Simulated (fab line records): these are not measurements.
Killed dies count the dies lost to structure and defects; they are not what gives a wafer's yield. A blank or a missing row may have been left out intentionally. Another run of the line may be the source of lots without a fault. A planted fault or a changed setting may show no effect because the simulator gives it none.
fab line records + flow sky130
record:
- lots: 12
- wafers: 36
- last-day: 50
route steps=708 shown METAL4@602 CAP2M@604 VIA4@641 PAD_OPEN@708
lots that met no fault: taken from a fault-free run of the same line
start-h: hours from the record's opening day to when the first of the lot's shown wafers began + wait-h: hours since the lot's step before + " as in the row above + L1.1+2: a single row standing in for several wafers + - no value, or no start was given + * or withheld: withheld + < > ~ a bound
route shown NAME@n: NAME is a module with steps in the file, n the number in the route of the first one + usual: mean/standard deviation of fault-free wafers + same: alike in all rows + chamber/n: place in a boat + sites: each site's reading + _std_site: the standard deviation of these + _edge_site: the outer-site mean with the inner-site mean subtracted + radius-mm: for every site, how far away it sits from the centre of the wafer + mask NAME#n: copy n + behind: the most recent tool/chamber to have shaped the wafer + hold: why the lot was held/for how many hours/how that ended + device: transistor that didn't switch, given as n, p or np + end of line: tests of these same wafers at the route's end + step lacking rows: just its recipe + killed: not the wafer's yield, but the dies lost to structure and defects at the first sort + map: per-die view of a wafer (x killed, . not killed, _ where there is no die)
set.NAME: setting as actually run; set.NAME@STEP: the setting as run at that earlier step + model.NAME: the simulator's own value behind a step, which no gauge read
the route's steps for a sample of lots (tables are steps, rows are wafers)
services: when a tool's chamber went out of use (start-h, in hours from the record's first day, below 0 if earlier), for how many hours, and the reason
== steps ==
step: SKY_METAL4_SPUTTER_04
recipe:
- material: TiN
- target-thk-nm: 70
- power-w: 6500
- time-s: 58.3
- chamber-pressure-pa: 0.4
usual:
- throttle-valve-pct: 29.6/1.3
| lot.wafer | tool           | chamber | start-h | wait-h | throttle-valve-pct |
|-----------|----------------|---------|---------|--------|--------------------|
| L622.1    | pvd-sputter-01 | -       | 921.99  | 0.0    | 29.4               |
| L622.2    | "              | -       | "       | "      | 30.0               |
| L622.3    | "              | -       | "       | "      | 29.5               |
| L624.1    | pvd-sputter-02 | -       | 951.63  | 0.0    | 26.5               |
| L624.3    | "              | -       | "       | "      | 31.5               |
| L624.4    | "              | -       | "       | "      | 28.5               |
| L625.1    | pvd-sputter-02 | -       | 956.22  | 0.0    | 31.4               |
| L625.4    | "              | -       | "       | "      | 30.1               |
| L625.6    | "              | -       | "       | "      | 26.3               |
| L626.2    | pvd-sputter-01 | -       | 962.86  | 0.0    | 29.5               |
| L626.3    | "              | -       | "       | "      | 29.7               |
| L626.5    | "              | -       | "       | "      | 29.9               |
| L627.3    | pvd-sputter-04 | -       | 965.69  | 0.0    | 28.8               |
| L627.4    | "              | -       | "       | "      | 29.5               |
| L627.5    | "              | -       | "       | "      | 30.9               |
| L628.2    | pvd-sputter-01 | -       | 971.75  | 0.0    | 30.2               |
| L628.3    | "              | -       | "       | "      | 29.9               |
| L628.6    | "              | -       | "       | "      | 30.1               |
| L629.2    | pvd-sputter-02 | -       | 978.83  | 0.0    | 28.5               |
| L629.5    | "              | -       | "       | "      | 26.6               |
| L629.6    | "              | -       | "       | "      | 31.3               |
| L633.1    | pvd-sputter-02 | -       | 1009.08 | 0.0    | 26.2               |
| L633.2    | "              | -       | "       | "      | 31.5               |
| L633.5    | "              | -       | "       | "      | 31.2               |
| L634.2    | pvd-sputter-01 | -       | 1016.53 | 0.0    | 29.9               |
| L634.3    | "              | -       | "       | "      | 30.5               |
| L634.6    | "              | -       | "       | "      | 29.9               |
| L637.1    | pvd-sputter-02 | -       | 1039.90 | 0.0    | 31.3               |
| L637.4    | "              | -       | "       | "      | 29.9               |
| L637.6    | "              | -       | "       | "      | 30.3               |
| L640.1    | pvd-sputter-04 | -       | 1056.23 | 0.0    | 29.6               |
| L640.2    | "              | -       | "       | "      | 28.8               |
| L640.6    | "              | -       | "       | "      | 28.7               |
| L642.1    | pvd-sputter-04 | -       | 1069.25 | 0.0    | 30.7               |
| L642.3    | "              | -       | "       | "      | 28.9               |
| L642.6    | "              | -       | "       | "      | 29.3               |
step: SKY_CAP2M_THK_MEAS_01
recipe:
- reads: SiO2_of_CAP2M_CVD_00
usual:
- CAP2M_CVD_00_THK: 15.48/0.22
| lot.wafer | tool          | chamber | start-h | wait-h | CAP2M_CVD_00_THK[nm] |
|-----------|---------------|---------|---------|--------|----------------------|
| L622.1    | film-metro-01 | -       | 922.06  | -      | 15.47                |
| L622.2    | "             | -       | "       | "      | 15.00                |
| L622.3    | "             | -       | "       | "      | 15.31                |
| L624.1    | film-metro-01 | -       | 951.70  | -      | 15.30                |
| L624.3    | "             | -       | "       | "      | 15.42                |
| L624.4    | "             | -       | "       | "      | 15.62                |
| L625.1    | film-metro-02 | -       | 956.29  | -      | 15.35                |
| L625.4    | "             | -       | "       | "      | 15.61                |
| L625.6    | "             | -       | "       | "      | 15.40                |
| L626.2    | film-metro-02 | -       | 962.94  | -      | 15.26                |
| L626.3    | "             | -       | "       | "      | 15.25                |
| L626.5    | "             | -       | "       | "      | 15.56                |
| L627.3    | film-metro-01 | -       | 965.79  | -      | 15.80                |
| L627.4    | "             | -       | "       | "      | 15.67                |
| L627.5    | "             | -       | "       | "      | 15.58                |
| L628.2    | film-metro-02 | -       | 971.83  | -      | 15.35                |
| L628.3    | "             | -       | "       | "      | 15.20                |
| L628.6    | "             | -       | "       | "      | 15.56                |
| L629.2    | film-metro-02 | -       | 978.91  | -      | 15.40                |
| L629.5    | "             | -       | "       | "      | 15.66                |
| L629.6    | "             | -       | "       | "      | 15.65                |
| L633.1    | film-metro-01 | -       | 1009.16 | -      | 15.54                |
| L633.2    | "             | -       | "       | "      | 15.53                |
| L633.5    | "             | -       | "       | "      | 16.05                |
| L634.2    | film-metro-02 | -       | 1016.62 | -      | 15.45                |
| L634.3    | "             | -       | "       | "      | 15.43                |
| L634.6    | "             | -       | "       | "      | 15.65                |
| L637.1    | film-metro-02 | -       | 1039.97 | -      | 15.35                |
| L637.4    | "             | -       | "       | "      | 15.49                |
| L637.6    | "             | -       | "       | "      | 15.48                |
| L640.1    | film-metro-02 | -       | 1056.30 | -      | 15.17                |
| L640.2    | "             | -       | "       | "      | 15.49                |
| L640.6    | "             | -       | "       | "      | 15.55                |
| L642.1    | film-metro-01 | -       | 1069.32 | -      | 15.43                |
| L642.3    | "             | -       | "       | "      | 15.52                |
| L642.6    | "             | -       | "       | "      | 15.81                |
step: SKY_METAL4_METAL_ETCH_18
recipe:
- target-depth-a: 8450
- stop-on: SiO2
- over-etch-frac: 0.3
- time-s: 183.1
- chemistry: Cl2/BCl3
- resist-sidewall-deg: 88
- pressure-mtorr: 10
- icp-w: 900
- bias-w: 48.5
- Cl2_flow_sccm: 60
- bcl3-flow-sccm: 30
usual:
- drypump-motor-current-A: 5.8/0.5
- oes-product-au: 0.865/0.0067
- throttle-valve-pct: 22.266/0.0081
| lot.wafer | tool         | chamber | start-h | wait-h | drypump-motor-current-A | oes-product-au | rf-hours-counter-h | throttle-valve-pct |
|-----------|--------------|---------|---------|--------|-------------------------|----------------|--------------------|--------------------|
| L622.1    | rie-metal-02 | 0       | 971.13  | 0.0    | 6.2                     | 0.866          | 16                 | 22.255             |
| L622.2    | "            | 1       | "       | "      | 6.3                     | 0.863          | 1                  | 22.271             |
| L622.3    | "            | 1       | "       | "      | 6.3                     | 0.867          | -                  | 22.274             |
| L624.1    | rie-metal-03 | 1       | 1000.09 | 0.0    | 5.8                     | 0.861          | 3                  | 22.267             |
| L624.3    | "            | 0       | "       | "      | 5.0                     | 0.862          | -                  | 22.277             |
| L624.4    | "            | 1       | "       | "      | 5.9                     | 0.872          | -                  | 22.261             |
| L625.1    | rie-metal-02 | 1       | 1004.23 | 0.0    | 6.3                     | 0.867          | 3                  | 22.275             |
| L625.4    | "            | 1       | "       | "      | 6.3                     | 0.872          | -                  | 22.270             |
| L625.6    | "            | 0       | "       | "      | 6.2                     | 0.866          | -                  | 22.259             |
| L626.2    | rie-metal-03 | 0       | 1011.19 | 0.0    | 5.0                     | 0.867          | 17                 | 22.272             |
| L626.3    | "            | 0       | "       | "      | 5.0                     | 0.869          | -                  | 22.270             |
| L626.5    | "            | 0       | "       | "      | 5.0                     | 0.868          | -                  | 22.258             |
| L627.3    | rie-metal-02 | 1       | 1013.85 | 0.1    | 6.2                     | 0.866          | -                  | 22.264             |
| L627.4    | "            | 0       | "       | "      | 6.2                     | 0.877          | -                  | 22.271             |
| L627.5    | "            | 1       | "       | "      | 6.3                     | 0.872          | -                  | 22.260             |
| L628.2    | rie-metal-04 | 0       | 1019.24 | 0.0    | 6.1                     | 0.869          | 15                 | 22.279             |
| L628.3    | "            | 1       | "       | "      | 5.2                     | 0.874          | -                  | 22.261             |
| L628.6    | "            | 0       | "       | "      | 6.1                     | 0.860          | -                  | 22.253             |
| L629.2    | rie-metal-02 | 0       | 1026.29 | 0.0    | 6.2                     | 0.865          | 19                 | 22.269             |
| L629.5    | "            | 0       | "       | "      | 6.2                     | 0.859          | -                  | 22.265             |
| L629.6    | "            | 1       | "       | "      | 6.2                     | 0.862          | -                  | 22.262             |
| L633.1    | rie-metal-04 | 1       | 1054.33 | 0.0    | 5.2                     | 0.865          | 9                  | 22.269             |
| L633.2    | "            | 0       | "       | "      | 6.2                     | 0.858          | 17                 | 22.263             |
| L633.5    | "            | 1       | "       | "      | 5.3                     | 0.867          | -                  | 22.279             |
| L634.2    | rie-metal-04 | 1       | 1061.43 | 0.0    | 5.2                     | 0.857          | 10                 | 22.267             |
| L634.3    | "            | 1       | "       | "      | 5.2                     | 0.857          | -                  | 22.253             |
| L634.6    | "            | 1       | "       | "      | 5.2                     | 0.865          | -                  | 22.284             |
| L637.1    | rie-metal-04 | 1       | 1084.19 | 0.0    | 5.2                     | 0.871          | 12                 | 22.268             |
| L637.4    | "            | 0       | "       | "      | 6.2                     | 0.876          | -                  | 22.285             |
| L637.6    | "            | 1       | "       | "      | 5.2                     | 0.864          | -                  | 22.282             |
| L640.1    | rie-metal-03 | 1       | 1099.19 | 0.0    | 5.9                     | 0.862          | 10                 | 22.267             |
| L640.2    | "            | 0       | "       | "      | 5.0                     | 0.869          | 23                 | 22.267             |
| L640.6    | "            | 1       | "       | "      | 5.8                     | 0.858          | -                  | 22.258             |
| L642.1    | rie-metal-03 | 1       | 1111.14 | 0.0    | 5.9                     | 0.864          | 10                 | 22.257             |
| L642.3    | "            | 1       | "       | "      | 5.8                     | 0.867          | -                  | 22.270             |
| L642.6    | "            | 0       | "       | "      | 5.0                     | 0.860          | -                  | 22.269             |
step: SKY_VIA4_CMP_02
recipe:
- material: SiO2
- down-force-psi: 4
- platen-rpm: 60
- pad-velocity-m-s: 0.94248
usual:
- motor-current-A: 12.2/0.94
- slurry-filter-dp-kPa: 13.50/0.15
| lot.wafer | tool   | chamber | start-h | wait-h | motor-current-A | slurry-filter-dp-kPa |
|-----------|--------|---------|---------|--------|-----------------|----------------------|
| L622.3    | cmp-01 | 0       | 972.14  | 0.0    | 11.2            | 13.77                |
| L622.2    | "      | 2       | "       | "      | 11.6            | 13.30                |
| L622.1    | "      | 3       | "       | "      | 13.2            | 13.54                |
| L624.3    | cmp-01 | 1       | 1001.11 | 0.0    | 13.2            | 13.72                |
| L624.4    | "      | 3       | "       | "      | 12.6            | 13.24                |
| L624.1    | "      | 0       | "       | "      | 11.6            | 13.56                |
| L625.1    | cmp-01 | 0       | 1005.27 | 0.1    | 10.9            | 13.56                |
| L625.4    | "      | 1       | "       | "      | 13.2            | 13.50                |
| L625.6    | "      | 0       | "       | "      | 11.3            | 13.30                |
| L626.2    | cmp-01 | 0       | 1012.25 | 0.1    | 11.1            | 13.57                |
| L626.3    | "      | 1       | "       | "      | 13.0            | 13.39                |
| L626.5    | "      | 3       | "       | "      | 13.4            | 13.41                |
| L627.3    | cmp-01 | 1       | 1014.80 | 0.0    | 13.7            | 13.48                |
| L627.4    | "      | 2       | "       | "      | 11.9            | 13.56                |
| L627.5    | "      | 1       | "       | "      | 13.6            | 13.52                |
| L628.3    | cmp-02 | 1       | 1020.30 | 0.1    | 12.7            | 13.57                |
| L628.2    | "      | 3       | "       | "      | 12.8            | 13.56                |
| L628.6    | "      | 1       | "       | "      | 13.5            | 13.52                |
| L629.2    | cmp-01 | 2       | 1027.39 | 0.1    | 11.3            | 13.41                |
| L629.6    | "      | 0       | "       | "      | 11.0            | 13.39                |
| L629.5    | "      | 1       | "       | "      | 13.8            | 13.75                |
| L633.2    | cmp-02 | 3       | 1055.43 | 0.0    | 12.3            | 13.47                |
| L633.1    | "      | 0       | "       | "      | 10.4            | 13.57                |
| L633.5    | "      | 3       | "       | "      | 12.5            | 13.25                |
| L634.2    | cmp-02 | 2       | 1062.57 | 0.1    | 13.2            | 13.62                |
| L634.3    | "      | 3       | "       | "      | 12.8            | 13.61                |
| L634.6    | "      | 0       | "       | "      | 10.3            | 13.46                |
| L637.1    | cmp-01 | 1       | 1085.61 | 0.5    | 12.8            | 13.20                |
| L637.4    | "      | 0       | "       | "      | 11.8            | 13.25                |
| L637.6    | "      | 2       | "       | "      | 11.3            | 13.59                |
| L640.1    | cmp-01 | 1       | 1100.33 | 0.1    | 13.9            | 13.67                |
| L640.2    | "      | 2       | "       | "      | 11.1            | 13.44                |
| L640.6    | "      | 0       | "       | "      | 11.6            | 13.48                |
| L642.3    | cmp-02 | 0       | 1112.20 | 0.0    | 10.7            | 13.42                |
| L642.1    | "      | 3       | "       | "      | 12.9            | 13.34                |
| L642.6    | "      | 1       | "       | "      | 12.9            | 13.60                |
step: SKY_PAD_OPEN_PROBE_99
usual:
- defect-limited-yield: 82.7/2.1
- killed_at_M0_to_M3: 43/7.2
- killed_at_M4_up: 3.0/1.7
- killed-at-contacts: 24/5.3
- killed-at-front-end: 15/4.6
- killed-at-other: 0.3/0.5
- killed-dies: 85/10
- killed-open: 46/7.2
- killed-short: 39/6.4
- sort_bin_3_pad_short: 0.9/0.42
- sort_bin_5_function: 10.2/1.6
- sort_bin_6_memory: 6.2/1
- sort-n-pass: 407/10
- sort-yield-pct: 82.7/2.1
same:
- gross-dies: 492
- killed-at-back-side: 0
- sort_bin_4_leakage[%]: 0
- sort_bin_8_speed[%]: 0
| lot.wafer | tool      | chamber | start-h | wait-h | defect-limited-yield[%] | killed_at_M0_to_M3 | killed_at_M4_up | killed-at-contacts | killed-at-front-end | killed-at-other | killed-dies | killed-open | killed-short | sort_bin_3_pad_short[%] | sort_bin_5_function[%] | sort_bin_6_memory[%] | sort-n-pass | sort-yield-pct[%] |
|-----------|-----------|---------|---------|--------|-------------------------|--------------------|-----------------|--------------------|---------------------|-----------------|-------------|-------------|--------------|-------------------------|------------------------|----------------------|-------------|-------------------|
| L633.1    | prober-01 | -       | 1140.49 | 0.1    | 82.5                    | 40                 | 3               | 30                 | 12                  | 1               | 86          | 57          | 29           | 0.8                     | 10.0                   | 6.7                  | 406         | 82.5              |
| L633.2    | prober-01 | -       | 1140.54 | 0.1    | 74.4                    | 39                 | 50              | 24                 | 13                  | 0               | 126         | 45          | 33           | 1.6                     | 16.9                   | 7.1                  | 366         | 74.4              |
| L633.5    | prober-01 | -       | 1140.69 | 0.2    | 78.7                    | 27                 | 49              | 20                 | 9                   | 0               | 105         | 28          | 31           | 2.2                     | 12.0                   | 7.1                  | 387         | 78.7              |
| L634.2    | prober-02 | -       | 1147.26 | 0.1    | 81.1                    | 37                 | 4               | 33                 | 19                  | 0               | 93          | 55          | 38           | 0.4                     | 12.2                   | 6.3                  | 399         | 81.1              |
| L634.3    | prober-02 | -       | 1147.31 | 0.2    | 82.7                    | 45                 | 7               | 18                 | 13                  | 2               | 85          | 44          | 41           | 1.0                     | 9.8                    | 6.5                  | 407         | 82.7              |
| L634.6    | prober-02 | -       | 1147.46 | 0.2    | 78.9                    | 54                 | 8               | 21                 | 21                  | 0               | 104         | 54          | 50           | 1.4                     | 13.2                   | 6.5                  | 388         | 78.9              |
| L637.1    | prober-01 | -       | 1167.63 | 0.1    | 78.0                    | 39                 | 39              | 19                 | 11                  | 0               | 108         | 45          | 25           | 2.6                     | 14.0                   | 5.3                  | 384         | 78.0              |
| L637.4    | prober-01 | -       | 1167.78 | 0.2    | 82.1                    | 51                 | 7               | 9                  | 20                  | 1               | 88          | 46          | 42           | 1.0                     | 9.6                    | 7.3                  | 404         | 82.1              |
| L637.6    | prober-01 | -       | 1167.88 | 0.2    | 83.5                    | 41                 | 4               | 26                 | 10                  | 0               | 81          | 44          | 37           | 0.2                     | 8.9                    | 7.3                  | 411         | 83.5              |
| L640.1    | prober-02 | -       | 1179.23 | 0.1    | 84.3                    | 38                 | 2               | 20                 | 17                  | 0               | 77          | 45          | 32           | 0.4                     | 9.3                    | 5.9                  | 415         | 84.3              |
| L640.2    | prober-02 | -       | 1179.28 | 0.1    | 85.4                    | 35                 | 1               | 24                 | 12                  | 0               | 72          | 41          | 31           | 1.4                     | 7.7                    | 5.5                  | 420         | 85.4              |
| L640.6    | prober-02 | -       | 1179.48 | 0.2    | 81.5                    | 52                 | 3               | 22                 | 14                  | 0               | 91          | 50          | 41           | 1.6                     | 12.0                   | 4.9                  | 401         | 81.5              |
| L642.1    | prober-02 | -       | 1188.30 | 0.1    | 81.1                    | 53                 | 3               | 24                 | 13                  | 0               | 93          | 45          | 48           | 0.8                     | 12.4                   | 5.7                  | 399         | 81.1              |
| L642.3    | prober-02 | -       | 1188.40 | 0.2    | 77.8                    | 57                 | 5               | 25                 | 22                  | 0               | 109         | 58          | 51           | 0.8                     | 12.6                   | 8.7                  | 383         | 77.8              |
| L642.6    | prober-02 | -       | 1188.55 | 0.2    | 82.7                    | 46                 | 2               | 18                 | 19                  | 0               | 85          | 48          | 37           | 0.6                     | 11.6                   | 5.1                  | 407         | 82.7              |
killed by level:class
L633.1 LI_CONTACT:geometric-particle:open=12 CONTACT:geometric-particle:open=10 VIA3:geometric-particle:open=9 VIA1:geometric-particle:open=7 LOCAL_INTERCONNECT:geometric-particle:open=5 VIA1:geometric-particle:short=5 VIA2:geometric-particle:open=4 VIA2:geometric-particle:short=4
L633.2 METAL4:unspecified=48 LI_CONTACT:geometric-particle:open=8 VIA1:geometric-particle:open=8 POLY_GATE:geometric-particle:open=7 CONTACT:geometric-particle:open=7 METAL2:geometric-particle:short=7 VIA2:geometric-particle:open=6 CONTACT:geometric-particle:short=6
L633.5 METAL4:unspecified=46 CONTACT:geometric-particle:short=7 VIA1:geometric-particle:open=7 LI_CONTACT:geometric-particle:open=6 METAL2:geometric-particle:short=6 CONTACT:geometric-particle:open=5 SPACER:geometric-particle:short=3 VIA1:geometric-particle:short=3
L634.2 CONTACT:geometric-particle:open=17 VIA1:geometric-particle:open=13 LI_CONTACT:geometric-particle:open=7 CONTACT:geometric-particle:short=5 FIELD_ISO:geometric-particle:short=4 SPACER:geometric-particle:open=4 METAL2:geometric-particle:short=4 METAL4:geometric-particle:short=4
L634.3 VIA1:geometric-particle:open=12 LI_CONTACT:geometric-particle:open=6 CONTACT:geometric-particle:open=6 VIA2:geometric-particle:open=6 METAL4:geometric-particle:short=6 FIELD_ISO:geometric-particle:short=5 METAL1:geometric-particle:short=5 VIA3:geometric-particle:open=5
L634.6 VIA1:geometric-particle:open=12 METAL2:geometric-particle:short=10 VIA3:geometric-particle:open=8 POLY_GATE:geometric-particle:short=6 CONTACT:geometric-particle:open=6 VIA2:geometric-particle:open=5 VIA1:geometric-particle:short=5 POLY_GATE:geometric-particle:open=5
L637.1 METAL4:unspecified=38 VIA1:geometric-particle:open=9 LI_CONTACT:geometric-particle:open=7 CONTACT:geometric-particle:open=7 METAL1:geometric-particle:short=6 FIELD_ISO:geometric-particle:open=5 METAL2:geometric-particle:short=5 VIA2:geometric-particle:open=5
L637.4 VIA1:geometric-particle:open=8 VIA2:geometric-particle:open=8 FIELD_ISO:geometric-particle:open=7 VIA3:geometric-particle:open=7 METAL1:geometric-particle:short=6 VIA1:geometric-particle:short=6 METAL2:geometric-particle:short=5 POLY_GATE:geometric-particle:short=4
L637.6 LI_CONTACT:geometric-particle:open=10 METAL2:geometric-particle:short=7 VIA1:geometric-particle:open=7 VIA2:geometric-particle:open=7 VIA3:geometric-particle:open=6 CONTACT:geometric-particle:open=6 CONTACT:geometric-particle:short=6 FIELD_ISO:geometric-particle:open=4
L640.1 VIA1:geometric-particle:open=11 LOCAL_INTERCONNECT:geometric-particle:short=6 CONTACT:geometric-particle:open=6 FIELD_ISO:geometric-particle:short=5 METAL2:geometric-particle:short=5 LI_CONTACT:geometric-particle:open=5 FIELD_ISO:geometric-particle:open=4 METAL3:geometric-particle:short=4
L640.2 LI_CONTACT:geometric-particle:open=8 VIA3:geometric-particle:open=8 VIA1:geometric-particle:open=7 VIA1:geometric-particle:short=5 CONTACT:geometric-particle:open=4 LOCAL_INTERCONNECT:geometric-particle:short=4 CONTACT:geometric-particle:short=4 METAL1:geometric-particle:short=4
L640.6 VIA1:geometric-particle:open=15 CONTACT:geometric-particle:open=11 VIA2:geometric-particle:open=9 VIA1:geometric-particle:short=8 POLY_GATE:geometric-particle:short=7 METAL2:geometric-particle:short=7 LI_CONTACT:geometric-particle:open=4 VIA3:geometric-particle:short=4
L642.1 VIA1:geometric-particle:short=12 VIA1:geometric-particle:open=10 CONTACT:geometric-particle:open=7 POLY_GATE:geometric-particle:open=5 LI_CONTACT:geometric-particle:open=5 VIA2:geometric-particle:open=5 VIA3:geometric-particle:open=4 LOCAL_INTERCONNECT:geometric-particle:short=4
L642.3 VIA1:geometric-particle:open=17 VIA1:geometric-particle:short=11 LI_CONTACT:geometric-particle:open=9 CONTACT:geometric-particle:open=8 METAL1:geometric-particle:short=7 FIELD_ISO:geometric-particle:open=6 VIA3:geometric-particle:open=6 FIELD_ISO:geometric-particle:short=5
L642.6 METAL2:geometric-particle:short=9 VIA2:geometric-particle:open=9 CONTACT:geometric-particle:open=7 VIA1:geometric-particle:open=6 VIA3:geometric-particle:open=6 POLY_GATE:geometric-particle:short=5 FIELD_ISO:geometric-particle:short=4 POLY_GATE:geometric-particle:open=4
== services ==
| tool           | chamber | start-h | hours | kind                           |
|----------------|---------|---------|-------|--------------------------------|
| cmp-02         | -       | 907.78  | 4.9   | pm                             |
| cmp-01         | -       | 915.72  | 4.0   | pm                             |
| cmp-01         | -       | 919.72  | -     | consumable-replace:conditioner |
| cmp-01         | -       | 919.72  | -     | consumable-replace:pad         |
| pvd-sputter-02 | -       | 922.04  | 4.1   | repair                         |
| cmp-01         | -       | 922.85  | 0.3   | repair                         |
| cmp-02         | -       | 938.69  | 9.6   | repair                         |
| pvd-sputter-02 | -       | 941.44  | 5.5   | repair                         |
| cmp-01         | -       | 948.49  | 2.1   | repair                         |
| pvd-sputter-02 | -       | 952.73  | 1.2   | repair                         |
| cmp-01         | -       | 957.59  | 0.3   | repair                         |
| cmp-01         | -       | 965.11  | 3.5   | repair                         |
| rie-metal-02   | -       | 973.41  | 2.8   | pm                             |
| cmp-02         | -       | 977.60  | 4.2   | pm                             |
| cmp-02         | -       | 997.06  | 0.7   | repair                         |
| pvd-sputter-02 | -       | 1020.75 | 3.3   | repair                         |
| cmp-01         | -       | 1031.71 | 1.4   | repair                         |
| rie-metal-02   | 1       | 1033.00 | 6.2   | repair                         |
| cmp-01         | -       | 1034.62 | 1.0   | repair                         |
| cmp-02         | -       | 1039.80 | 12.7  | pm                             |
| cmp-02         | -       | 1084.11 | 4.0   | pm                             |
| pvd-sputter-01 | -       | 1090.19 | 24.9  | repair                         |
| pvd-sputter-02 | -       | 1091.59 | 0.9   | repair                         |
| rie-metal-03   | -       | 1100.70 | 1.4   | pm                             |
== key ==
first-sign:
- step: SKY_PAD_OPEN_PROBE_99
- reading: killed_at_M4_up
- direction: up
- sigmas: 25
- usual: 3.0
- struck: 46
effect:
- step: SKY_PAD_OPEN_PROBE_99
- reading: sort_bin_3_pad_short
- direction: up
- sigmas: 3
- usual: 0.9
- struck: 2.2
met-at SKY_METAL4_SPUTTER_04
struck-lots L633,L637
struck-wafers L633.2,L633.5,L637.1
not-acting-at SKY_CAP2M_THK_MEAS_01,SKY_METAL4_METAL_ETCH_18,SKY_VIA4_CMP_02
onset-between 978.83 1009.08
fault:
- kind: chamber-particle-source
- tool: pvd-sputter-02
- chamber: -
- onset-h: 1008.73
- steps: SKY_METAL4_SPUTTER_04
- rate-per-visit-cm2: 0.42908
- end-h: 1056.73
- scope: struck-wafers-only
